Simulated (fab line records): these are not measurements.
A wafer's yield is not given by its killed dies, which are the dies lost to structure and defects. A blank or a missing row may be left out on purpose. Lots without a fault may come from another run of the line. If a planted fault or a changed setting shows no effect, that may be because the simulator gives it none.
What tool caused it? :: flow gf180mcu :: 11 lots, 33 wafers sampled, at 5 steps of a route of 602

WHAT THE GAUGES READ, wafer by wafer
GF_V2_RS_MEAS_24: measures by four-point-probe. Usual: V2_W_RS typically reads 0.328 ohm/sq, with standard deviation 0.0056.
lot: L311
measured: day 20 23:31
on: film-metro-02
V2_W_RS (ohm/sq): 0.326 0.321 0.331
flag: 

lot: L312
measured: day 21 12:26
on: film-metro-03
V2_W_RS (ohm/sq): 0.335 0.334 0.332
flag: 

lot: L313
measured: day 21 23:41
on: film-metro-02
V2_W_RS (ohm/sq): 0.315 0.324 0.327
flag: 

lot: L315
measured: day 22 04:31
on: film-metro-02
V2_W_RS (ohm/sq): 0.329 0.322 0.332
flag: 

lot: L317
measured: day 23 07:14
on: film-metro-03
V2_W_RS (ohm/sq): 0.327 0.326 0.329
flag: 

lot: L320
measured: day 23 19:06
on: film-metro-03
V2_W_RS (ohm/sq): 0.331 0.339 0.332
flag: 

lot: L326
measured: day 26 00:22
on: film-metro-03
V2_W_RS (ohm/sq): 0.326 0.328 0.317
flag: 

lot: L327
measured: day 26 08:06
on: film-metro-03
V2_W_RS (ohm/sq): 0.330 0.329 0.329
flag: 

lot: L328
measured: day 26 12:25
on: film-metro-03
V2_W_RS (ohm/sq): 0.334 0.333 0.335
flag: 

lot: L331
measured: day 27 08:35
on: film-metro-01
V2_W_RS (ohm/sq): 0.331 0.319 0.316
flag: 

lot: L332
measured: day 27 14:58
on: film-metro-03
V2_W_RS (ohm/sq): 0.335 0.321 0.334
flag: 

GF_M3_CD_MEAS_14: the cd target is 280 nm. Usual: cd-nm reads 279.7 nm (standard deviation 1.3).
lot: L311
measured: day 21 23:47
on: cd-sem-01
cd-nm (nm): 281.5 281.7 280.9
flag: 

lot: L312
measured: day 22 12:40
on: cd-sem-02
cd-nm (nm): 278.0 278.6 279.2
flag: 

lot: L313
measured: day 22 23:28
on: cd-sem-02
cd-nm (nm): 281.5 282.6 283.1
flag: 

lot: L315
measured: day 23 04:07
on: cd-sem-02
cd-nm (nm): 279.1 278.4 279.2
flag: 

lot: L317
measured: day 24 06:13
on: cd-sem-01
cd-nm (nm): 280.3 280.4 278.9
flag: 

lot: L320
measured: day 24 16:55
on: cd-sem-01
cd-nm (nm): 279.5 278.8 277.9
flag: 

lot: L326
measured: day 26 21:24
on: cd-sem-01
cd-nm (nm): 289.3 288.1 289.2 289.2 288.6 289.2
flag: OFF

lot: L327
measured: day 27 05:19
on: cd-sem-01
cd-nm (nm): 288.3 289.0 287.9 288.3 288.1 288.2
flag: OFF

lot: L328
measured: day 27 09:39
on: cd-sem-02
cd-nm (nm): 279.4 278.9 280.0
flag: 

lot: L331
measured: day 28 05:07
on: cd-sem-01
cd-nm (nm): 278.5 279.8 279.9
flag: 

lot: L332
measured: day 28 10:46
on: cd-sem-02
cd-nm (nm): 277.8 278.3 277.7
flag: 

EACH LOT AND THE TOOL THAT RAN IT (in order: tool; ch and the chambers of the sampled wafers; start)
lot: L311
GF_V2_STRIP_18: plasma-asher-04 ch 0,1, day 20 22:45
GF_M3_SPUTTER_03: pvd-sputter-04, day 21 00:08
GF_M3_SOFTBAKE_10: litho-track-04 ch 0, day 21 11:53

lot: L312
GF_V2_STRIP_18: plasma-asher-02 ch 0, day 21 11:40
GF_M3_SPUTTER_03: pvd-sputter-04, day 21 13:03
GF_M3_SOFTBAKE_10: litho-track-04 ch 0, day 22 01:11

lot: L313
GF_V2_STRIP_18: plasma-asher-03 ch 0,1, day 21 22:56
GF_M3_SPUTTER_03: pvd-sputter-04, day 22 00:19
GF_M3_SOFTBAKE_10: litho-track-02 ch 0, day 22 11:43

lot: L315
GF_V2_STRIP_18: plasma-asher-04 ch 0,1, day 22 03:46
GF_M3_SPUTTER_03: pvd-sputter-02, day 22 05:09
GF_M3_SOFTBAKE_10: litho-track-03 ch 0, day 22 16:24

lot: L317
GF_V2_STRIP_18: plasma-asher-03 ch 0,1, day 23 06:29
GF_M3_SPUTTER_03: pvd-sputter-02, day 23 08:02
GF_M3_SOFTBAKE_10: litho-track-02 ch 0, day 23 18:58

lot: L320
GF_V2_STRIP_18: plasma-asher-03 ch 0,1, day 23 18:21
GF_M3_SPUTTER_03: pvd-sputter-02, day 23 19:44
GF_M3_SOFTBAKE_10: litho-track-04 ch 0, day 24 06:40

lot: L326
GF_V2_STRIP_18: plasma-asher-03 ch 0,1, day 25 23:35
GF_M3_SPUTTER_03: pvd-sputter-03, day 26 01:01
GF_M3_SOFTBAKE_10: litho-track-04 ch 0, day 26 11:13

lot: L327
GF_V2_STRIP_18: plasma-asher-03 ch 0,1, day 26 07:19
GF_M3_SPUTTER_03: pvd-sputter-02, day 26 08:41
GF_M3_SOFTBAKE_10: litho-track-04 ch 0, day 26 18:56

lot: L328
GF_V2_STRIP_18: plasma-asher-04 ch 0,1, day 26 11:40
GF_M3_SPUTTER_03: pvd-sputter-04, day 26 13:03
GF_M3_SOFTBAKE_10: litho-track-02 ch 0, day 26 23:04

lot: L331
GF_V2_STRIP_18: plasma-asher-03 ch 0,1, day 27 07:47
GF_M3_SPUTTER_03: pvd-sputter-02, day 27 09:14
GF_M3_SOFTBAKE_10: litho-track-02 ch 0, day 27 19:04

lot: L332
GF_V2_STRIP_18: plasma-asher-02 ch 0,1, day 27 14:13
GF_M3_SPUTTER_03: pvd-sputter-03, day 27 15:36
GF_M3_SOFTBAKE_10: litho-track-02 ch 0, day 28 01:16
- GF_V2_STRIP_18: strips in O2/N2.
- GF_M3_SPUTTER_03: material Ti, target thk 10 nm, time 6.7 s.
- GF_M3_SOFTBAKE_10: time 60 s.

AS READ BY THE TOOLS THEMSELVES (means over the sampled wafers that have a number; for cases with no such wafer, the mark the record gives instead)
GF_V2_STRIP_18. Usual: drypump-motor-current-A 5.7 A, standard deviation 0.52; heater-power-w 333 W, standard deviation 21; n2-flow-sccm 300.0 sccm, standard deviation 0.94; oes-product-au 0.592 a.u., standard deviation 0.0057.
lot: L311
tool: plasma-asher-04
drypump-motor-current-A (A): 5.9
heater-power-w (W): 348
n2-flow-sccm (sccm): 298.8
oes-product-au (a.u.): 0.601
flag: 

lot: L312
tool: plasma-asher-02
drypump-motor-current-A (A): 5.5
heater-power-w (W): 328
n2-flow-sccm (sccm): 299.2
oes-product-au (a.u.): 0.595
flag: 

lot: L313
tool: plasma-asher-03
drypump-motor-current-A (A): 6.0
heater-power-w (W): 311
n2-flow-sccm (sccm): 300.7
oes-product-au (a.u.): 0.597
flag: 

lot: L315
tool: plasma-asher-04
drypump-motor-current-A (A): 5.8
heater-power-w (W): 342
n2-flow-sccm (sccm): 299.4
oes-product-au (a.u.): 0.589
flag: 

lot: L317
tool: plasma-asher-03
drypump-motor-current-A (A): 5.5
heater-power-w (W): 335
n2-flow-sccm (sccm): 300.8
oes-product-au (a.u.): 0.594
flag: 

lot: L320
tool: plasma-asher-03
drypump-motor-current-A (A): 5.5
heater-power-w (W): 326
n2-flow-sccm (sccm): 300.9
oes-product-au (a.u.): 0.589
flag: 

lot: L326
tool: plasma-asher-03
drypump-motor-current-A (A): 6.0
heater-power-w (W): 317
n2-flow-sccm (sccm): 299.9
oes-product-au (a.u.): 0.590
flag: 

lot: L327
tool: plasma-asher-03
drypump-motor-current-A (A): 5.5
heater-power-w (W): 330
n2-flow-sccm (sccm): 300.2
oes-product-au (a.u.): 0.593
flag: 

lot: L328
tool: plasma-asher-04
drypump-motor-current-A (A): 5.9
heater-power-w (W): 351
n2-flow-sccm (sccm): 300.2
oes-product-au (a.u.): 0.590
flag: 

lot: L331
tool: plasma-asher-03
drypump-motor-current-A (A): 5.4
heater-power-w (W): 327
n2-flow-sccm (sccm): 300.4
oes-product-au (a.u.): 0.594
flag: 

lot: L332
tool: plasma-asher-02
drypump-motor-current-A (A): 5.5
heater-power-w (W): 326
n2-flow-sccm (sccm): 300.2
oes-product-au (a.u.): 0.597
flag: 

GF_M3_SPUTTER_03. Usual: cathode-dc-power-W 3000.0 W, standard deviation 0.5; chamber-pressure-pa 0.2999 Pa, standard deviation 0.00063; throttle-valve-pct 30.2 %, standard deviation 1.
lot: L311
tool: pvd-sputter-04
cathode-dc-power-W (W): 3000.4
chamber-pressure-pa (Pa): 0.2998
throttle-valve-pct (%): 30.0
flag: 

lot: L312
tool: pvd-sputter-04
cathode-dc-power-W (W): 3000.1
chamber-pressure-pa (Pa): 0.3001
throttle-valve-pct (%): 29.3
flag: 

lot: L313
tool: pvd-sputter-04
cathode-dc-power-W (W): 2999.7
chamber-pressure-pa (Pa): 0.3003
throttle-valve-pct (%): 30.0
flag: 

lot: L315
tool: pvd-sputter-02
cathode-dc-power-W (W): 3000.2
chamber-pressure-pa (Pa): 0.3001
throttle-valve-pct (%): 31.4
flag: 

lot: L317
tool: pvd-sputter-02
cathode-dc-power-W (W): 3000.0
chamber-pressure-pa (Pa): 0.3004
throttle-valve-pct (%): 31.1
flag: 

lot: L320
tool: pvd-sputter-02
cathode-dc-power-W (W): 3000.0
chamber-pressure-pa (Pa): 0.3000
throttle-valve-pct (%): 31.1
flag: 

lot: L326
tool: pvd-sputter-03
cathode-dc-power-W (W): 3000.0
chamber-pressure-pa (Pa): 0.3004
throttle-valve-pct (%): 30.1
flag: 

lot: L327
tool: pvd-sputter-02
cathode-dc-power-W (W): 2999.8
chamber-pressure-pa (Pa): 0.3001
throttle-valve-pct (%): 30.6
flag: 

lot: L328
tool: pvd-sputter-04
cathode-dc-power-W (W): 3000.1
chamber-pressure-pa (Pa): 0.2999
throttle-valve-pct (%): 29.1
flag: 

lot: L331
tool: pvd-sputter-02
cathode-dc-power-W (W): 3000.2
chamber-pressure-pa (Pa): 0.2998
throttle-valve-pct (%): 30.5
flag: 

lot: L332
tool: pvd-sputter-03
cathode-dc-power-W (W): 3000.0
chamber-pressure-pa (Pa): 0.2998
throttle-valve-pct (%): 29.1
flag: 

GF_M3_SOFTBAKE_10. Usual: heater-power-total-W 93.05 W, standard deviation 0.06; plate-temp-C 129.97 C, standard deviation 0.15.
lot: L311
tool: litho-track-04
heater-power-total-W (W): 93.05
plate-temp-C (C): 129.74
flag: 

lot: L312
tool: litho-track-04
heater-power-total-W (W): 93.05
plate-temp-C (C): 129.87
flag: 

lot: L313
tool: litho-track-02
heater-power-total-W (W): 93.07
plate-temp-C (C): 129.87
flag: 

lot: L315
tool: litho-track-03
heater-power-total-W (W): 93.02
plate-temp-C (C): 129.94
flag: 

lot: L317
tool: litho-track-02
heater-power-total-W (W): 92.99
plate-temp-C (C): 130.11
flag: 

lot: L320
tool: litho-track-04
heater-power-total-W (W): 93.02
plate-temp-C (C): 130.08
flag: 

lot: L326
tool: litho-track-04
heater-power-total-W (W): 89.52
plate-temp-C (C): 126.29
flag: OFF

lot: L327
tool: litho-track-04
heater-power-total-W (W): 89.43
plate-temp-C (C): 126.24
flag: OFF

lot: L328
tool: litho-track-02
heater-power-total-W (W): 93.08
plate-temp-C (C): 130.01
flag: 

lot: L331
tool: litho-track-02
heater-power-total-W (W): 93.04
plate-temp-C (C): 129.96
flag: 

lot: L332
tool: litho-track-02
heater-power-total-W (W): 93.05
plate-temp-C (C): 129.75
flag: 

THE ANSWER, worked out from the rows above alone
Rule: lot off if the mean of its wafers having a number is beyond 3 standard deviations from the usual mean. A lot without any number at a reading at which 4 lots or more have one is off too. The other lots that the step has rows for count as sound. After the gauges, taken in route order, come the tools' own readings; for these a lot's mean is taken, as printed above. At the first step where some lot is off, the reading lying furthest off is the one used; lots without a number count as furthest.
Off: L326, L327 (GF_M3_CD_MEAS_14, cd-nm).
A tool fits if, at a process step before that reading, it ran every lot that is off, and no sound lot after the first of them. Not tried: the gauges at GF_M3_CD_MEAS_14; whatever is off there is also off at GF_M3_SOFTBAKE_10, on other tools, and gauge error can't account for it. One candidate fits, namely litho-track-04 at GF_M3_SOFTBAKE_10. Its last sound lot is L320 (day 24 06:40), its first lot that is off L326 (day 26 11:13): a fault that began between those two fits.
The tool's own readings at GF_M3_SOFTBAKE_10 bear it out: on the lots that are off they differ by more than 5 times the standard deviation of the sound lots' means. heater-power-total-W reads 89.47 W there against 93.04 W on the sound lots; plate-temp-C reads 126.27 C there against 129.93 C on the sound lots.

WHAT THE SIMULATOR HAD INSERTED
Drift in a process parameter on litho-track-04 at GF_M3_SOFTBAKE_10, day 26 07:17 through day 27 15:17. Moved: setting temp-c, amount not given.
Lots struck among those shown: L326, L327. This agrees with what the rule above found.
